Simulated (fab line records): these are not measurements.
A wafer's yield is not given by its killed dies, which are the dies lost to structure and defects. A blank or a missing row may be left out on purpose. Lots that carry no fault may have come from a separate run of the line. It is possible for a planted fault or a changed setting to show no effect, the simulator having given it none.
fab line records	flow gf180mcu
record: lots: 14	wafers: 42	last-day: 34
route steps=602 shown HV_LDD@232 SAB@274 M1@315
lots with no fault: from the same line, run without faults
start-h: start of the lot's first displayed wafer, in hours after the record's first day	wait-h: hours elapsed since this lot's preceding step	" as in the row above	L1.1+2: a row that stands for several wafers	- no value, or no start was given	* or withheld: withheld	< > ~ a bound
route shown NAME@n: NAME is a module with steps in the file, n the number in the route of the first one	usual: the fault-free wafers' mean and standard deviation	same: alike in all rows	chamber/n: place in a boat	sites: the reading at each site	_std_site: the standard deviation of these	_edge_site: mean of outer sites minus mean of inner sites	radius-mm: for every site, how far away it sits from the centre of the wafer	mask NAME#n: copy n	behind: the most recent tool/chamber to have shaped the wafer	hold: cause of the lot's hold/its duration in hours/its outcome	device: names the non-switching transistor (n, p or np)	end of line: tests run on the same wafers once the route is complete	where a step has no rows: the recipe by itself	killed: count of dies lost to structure and defects at first sort (not the wafer's yield)	map: dies across one wafer; x = killed, . = not, _ = none there
set.NAME: the setting as run; set.NAME@STEP: as run at that earlier step	model.NAME: the simulator's own value behind a step, which no gauge read
one table for each step of the route and one row for each wafer, over a sample of lots
services: the hour from which a tool's chamber was out of use, counted from the record's first day as start-h (under 0 if before that day), plus the number of hours and why
== steps ==
step: GF_HV_LDD_CVD_56
recipe: material: Si3N4	precursor: DCS/NH3	target-thk-nm: 90	temp-c: 770	time-s: 1543	pressure-mtorr: 250
lot.wafer	tool	chamber	start-h	wait-h
L176.4+5+6	lpcvd-01	0	266.46	0.0
L180.1+3+6	lpcvd-02	0	309.81	0.1
L182.1+3+6	lpcvd-01	0	323.56	0.7
L184.2+3+5	lpcvd-02	0	351.78	1.0
L185.1+4+6	lpcvd-02	0	351.78	1.3
L186.4+5+6	lpcvd-02	1	354.29	0.0
L187.1+3+6	lpcvd-01	1	364.15	0.1
L188.1+2+6	lpcvd-02	1	368.15	0.1
L189.1+5+6	lpcvd-02	1	386.43	0.1
L191.3+4+6	lpcvd-01	0	400.50	0.0
L193.1+5+6	lpcvd-01	0	418.36	0.1
L194.2+3+5	lpcvd-02	0	431.34	0.0
L198.1+4+6	lpcvd-02	1	453.65	0.1
L199.2+3+6	lpcvd-02	0	457.26	0.0
step: GF_HV_LDD_THK_MEAS_57
recipe: reads: Si3N4_of_HV_LDD_CVD_56
usual: HV_LDD_CVD_56_THK: 89.9/0.81
lot.wafer	tool	chamber	start-h	wait-h	hold	HV_LDD_CVD_56_THK[nm]
L176.4	film-metro-01	-	267.92	0.0	-	90.3
L176.5	"	-	"	"	-	89.5
L176.6	"	-	"	"	-	90.2
L180.1	film-metro-03	-	311.23	0.0	-	89.0
L180.3	"	-	"	"	-	90.6
L180.6	"	-	"	"	-	89.6
L182.1	film-metro-03	-	324.99	0.0	-	89.6
L182.3	"	-	"	"	-	89.7
L182.6	"	-	"	"	-	89.8
L185.1	film-metro-02	-	353.21	0.0	-	88.6
L185.4	"	-	"	"	-	89.1
L185.6	"	-	"	"	-	90.0
L184.2	film-metro-01	-	353.22	0.0	-	89.2
L184.3	"	-	"	"	-	89.3
L184.5	"	-	"	"	-	89.5
L186.4	film-metro-03	-	355.75	0.0	-	89.2
L186.5	"	-	"	"	-	89.7
L186.6	"	-	"	"	-	89.1
L187.1	film-metro-02	-	365.58	0.0	-	89.5
L187.3	"	-	"	"	-	89.3
L187.6	"	-	"	"	-	90.5
L188.1	film-metro-03	-	369.58	0.0	-	90.0
L188.2	"	-	"	"	-	90.2
L188.6	"	-	"	"	-	90.4
L189.1	film-metro-02	-	387.86	0.0	-	89.5
L189.5	"	-	"	"	-	89.7
L189.6	"	-	"	"	-	90.0
L191.3	film-metro-03	-	401.95	0.0	await-dispo/0.2h/release	34.5
L191.4	"	-	"	"	await-dispo/0.2h/release	34.4
L191.6	"	-	"	"	await-dispo/0.2h/release	33.9
L191.3	film-metro-03	-	402.24	0.3	-	34.4
L191.4	"	-	"	"	-	34.5
L191.6	"	-	"	"	-	33.9
L193.1	film-metro-01	-	419.78	0.0	await-dispo/0.2h/release	35.8
L193.5	"	-	"	"	await-dispo/0.2h/release	36.6
L193.6	"	-	"	"	await-dispo/0.2h/release	35.9
L193.1	film-metro-01	-	420.08	0.3	-	35.8
L193.5	"	-	"	"	-	36.5
L193.6	"	-	"	"	-	35.9
L194.2	film-metro-01	-	432.78	0.0	-	90.1
L194.3	"	-	"	"	-	90.3
L194.5	"	-	"	"	-	90.4
L198.1	film-metro-02	-	455.08	0.0	-	88.6
L198.4	"	-	"	"	-	90.0
L198.6	"	-	"	"	-	89.6
L199.2	film-metro-02	-	458.70	0.0	-	91.5
L199.3	"	-	"	"	-	91.8
L199.6	"	-	"	"	-	91.6
step: GF_SAB_OVL_MEAS_10
usual: SAB_OVL: 0.5/1.3
lot.wafer	tool	chamber	start-h	wait-h	SAB_OVL[nm]
L176.4	overlay-01	-	329.91	0.1	-2.9
L176.5	"	-	"	"	2.6
L176.6	"	-	"	"	2.2
L180.1	overlay-02	-	376.96	0.1	0.3
L180.3	"	-	"	"	-0.2
L180.6	"	-	"	"	2.8
L182.1	overlay-02	-	391.34	0.1	-2.0
L182.3	"	-	"	"	-1.6
L182.6	"	-	"	"	-0.7
L185.1	overlay-01	-	422.33	0.1	-1.0
L185.4	"	-	"	"	0.6
L185.6	"	-	"	"	2.3
L184.2	overlay-02	-	422.57	0.1	1.1
L184.3	"	-	"	"	0.2
L184.5	"	-	"	"	-0.5
L186.4	overlay-01	-	425.33	0.1	3.2
L186.5	"	-	"	"	2.2
L186.6	"	-	"	"	1.0
L187.1	overlay-02	-	437.11	0.1	2.1
L187.3	"	-	"	"	0.9
L187.6	"	-	"	"	0.3
L188.1	overlay-01	-	441.19	0.1	0.4
L188.2	"	-	"	"	0.9
L188.6	"	-	"	"	0.4
L189.1	overlay-02	-	459.99	0.1	0.3
L189.5	"	-	"	"	-0.5
L189.6	"	-	"	"	2.1
L194.2	overlay-02	-	507.34	0.1	-0.7
L194.3	"	-	"	"	0.4
L194.5	"	-	"	"	-1.7
L198.1	overlay-02	-	526.79	0.1	-0.7
L198.4	"	-	"	"	1.4
L198.6	"	-	"	"	-0.4
L199.2	overlay-02	-	531.36	0.1	1.4
L199.3	"	-	"	"	0.6
L199.6	"	-	"	"	0.7
step: GF_M1_SPUTTER_00
recipe: material: Ti	target-thk-nm: 37.5	arriving-ion-energy-ev: 80	substrate-temp-c: 200	chamber-pressure-pa: 2	power-w: 4000	time-s: 150
usual: substrate-temp-c: 200.01/0.16	throttle-valve-pct: 30.1/0.56
same: time-s: 150
lot.wafer	tool	chamber	start-h	wait-h	substrate-temp-c	throttle-valve-pct
L176.4	pvd-sputter-04	-	354.42	0.2	200.06	31.2
L176.5	"	-	"	"	200.01	31.1
L176.6	"	-	"	"	200.29	29.7
L180.1	pvd-sputter-04	-	402.89	0.2	200.14	29.5
L180.3	"	-	"	"	199.83	30.0
L180.6	"	-	"	"	200.16	29.5
L182.1	pvd-sputter-03	-	417.57	0.2	199.93	28.2
L182.3	"	-	"	"	200.05	30.7
L182.6	"	-	"	"	200.06	28.4
L185.1	pvd-sputter-04	-	448.96	0.1	199.94	30.0
L185.4	"	-	"	"	200.29	29.7
L185.6	"	-	"	"	199.74	30.1
L184.2	pvd-sputter-01	-	451.16	0.1	199.74	30.2
L184.3	"	-	"	"	199.80	30.2
L184.5	"	-	"	"	200.04	30.2
L186.4	pvd-sputter-01	-	452.87	0.1	199.99	30.6
L186.5	"	-	"	"	199.73	29.9
L186.6	"	-	"	"	200.02	30.2
L187.1	pvd-sputter-01	-	464.35	0.2	200.13	30.5
L187.3	"	-	"	"	200.03	30.2
L187.6	"	-	"	"	200.29	30.3
L188.1	pvd-sputter-04	-	468.61	0.1	200.24	31.4
L188.2	"	-	"	"	200.15	29.5
L188.6	"	-	"	"	199.86	30.0
L189.1	pvd-sputter-01	-	487.18	0.1	199.66	30.1
L189.5	"	-	"	"	199.85	30.5
L189.6	"	-	"	"	199.99	30.2
L194.2	pvd-sputter-04	-	533.11	0.1	199.95	29.6
L194.3	"	-	"	"	200.06	29.9
L194.5	"	-	"	"	200.26	30.1
L198.1	pvd-sputter-04	-	552.45	0.2	199.77	29.7
L198.4	"	-	"	"	200.00	29.7
L198.6	"	-	"	"	200.06	31.2
L199.2	pvd-sputter-01	-	556.66	0.1	199.94	30.4
L199.3	"	-	"	"	199.95	30.2
L199.6	"	-	"	"	200.17	30.2
step: GF_M1_SPUTTER_03
recipe: material: Ti	target-thk-nm: 10	substrate-temp-c: 300	chamber-pressure-pa: 0.3	power-w: 3000	time-s: 6.7
usual: substrate-temp-c: 299.99/0.19	throttle-valve-pct: 30.1/0.59
same: time-s: 6.7
lot.wafer	tool	chamber	start-h	wait-h	substrate-temp-c	throttle-valve-pct
L176.4	pvd-sputter-04	-	354.58	0.0	299.98	31.6
L176.5	"	-	"	"	300.28	31.2
L176.6	"	-	"	"	300.09	29.7
L180.1	pvd-sputter-04	-	403.05	0.0	300.04	29.6
L180.3	"	-	"	"	299.80	30.0
L180.6	"	-	"	"	299.81	29.6
L182.1	pvd-sputter-03	-	417.73	0.0	300.20	28.6
L182.3	"	-	"	"	300.16	30.6
L182.6	"	-	"	"	300.28	28.4
L185.1	pvd-sputter-04	-	449.12	0.0	300.27	30.2
L185.4	"	-	"	"	300.16	29.8
L185.6	"	-	"	"	300.13	30.1
L184.2	pvd-sputter-01	-	451.32	0.0	299.94	30.4
L184.3	"	-	"	"	299.72	30.6
L184.5	"	-	"	"	299.84	30.1
L186.4	pvd-sputter-01	-	453.03	0.0	300.14	30.2
L186.5	"	-	"	"	300.39	30.1
L186.6	"	-	"	"	300.28	30.1
L187.1	pvd-sputter-01	-	464.51	0.0	299.94	30.2
L187.3	"	-	"	"	300.23	30.0
L187.6	"	-	"	"	299.92	30.3
L188.1	pvd-sputter-04	-	468.77	0.0	300.18	31.4
L188.2	"	-	"	"	300.02	29.4
L188.6	"	-	"	"	300.07	30.4
L189.1	pvd-sputter-01	-	487.34	0.0	299.94	30.2
L189.5	"	-	"	"	299.55	30.3
L189.6	"	-	"	"	299.97	30.6
L194.2	pvd-sputter-04	-	533.27	0.0	300.16	29.4
L194.3	"	-	"	"	300.07	30.1
L194.5	"	-	"	"	299.99	29.8
L198.1	pvd-sputter-04	-	552.61	0.0	300.33	29.6
L198.4	"	-	"	"	299.63	29.8
L198.6	"	-	"	"	299.87	31.2
L199.2	pvd-sputter-01	-	556.82	0.0	300.16	30.4
L199.3	"	-	"	"	299.97	30.1
L199.6	"	-	"	"	300.08	30.4
== services ==
tool	chamber	start-h	hours	kind
lpcvd-01	-	273.23	0.4	repair
pvd-sputter-01	-	287.27	13.4	repair
lpcvd-01	-	350.76	2.8	pm
pvd-sputter-03	-	355.99	2.7	repair
pvd-sputter-01	-	396.55	3.5	repair
pvd-sputter-03	3	410.66	-	consumable-replace:kit
pvd-sputter-03	3	410.66	18.0	scheduled-down
pvd-sputter-03	3	410.66	18.0	vent-cycle
pvd-sputter-01	-	438.45	2.2	repair
pvd-sputter-03	-	454.40	2.2	repair
pvd-sputter-01	0	482.63	-	consumable-replace:kit
pvd-sputter-01	0	482.63	18.0	scheduled-down
pvd-sputter-01	0	482.63	18.0	vent-cycle
pvd-sputter-03	-	504.84	7.1	repair
lpcvd-01	-	523.77	0.7	repair
pvd-sputter-03	-	533.03	2.6	repair
== key ==
first-sign: step: GF_HV_LDD_THK_MEAS_57	reading: visit	direction: added
effect: step: GF_HV_LDD_THK_MEAS_57	reading: HV_LDD_CVD_56_THK	direction: down	sigmas: 67	usual: 89.9	struck: 35.2
met-at GF_HV_LDD_CVD_56
struck-lots L191,L193
struck-wafers L191.3,L191.4,L191.6,L193.1,L193.5,L193.6
scrapped-behind GF_HV_LDD_THK_MEAS_57 L191.3,L191.4,L191.6,L193.1,L193.5,L193.6
not-acting-at GF_SAB_OVL_MEAS_10,GF_M1_SPUTTER_00,GF_M1_SPUTTER_03
onset-between 323.56 400.50
fault: kind: process-parameter-drift	tool: lpcvd-01	chamber: 0	onset-h: 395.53	steps: GF_HV_LDD_CVD_56	channel: target-thk-nm	offset: -54.791	shape: step	end-h: 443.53	acts-in: these-recipes-only	stated: 90
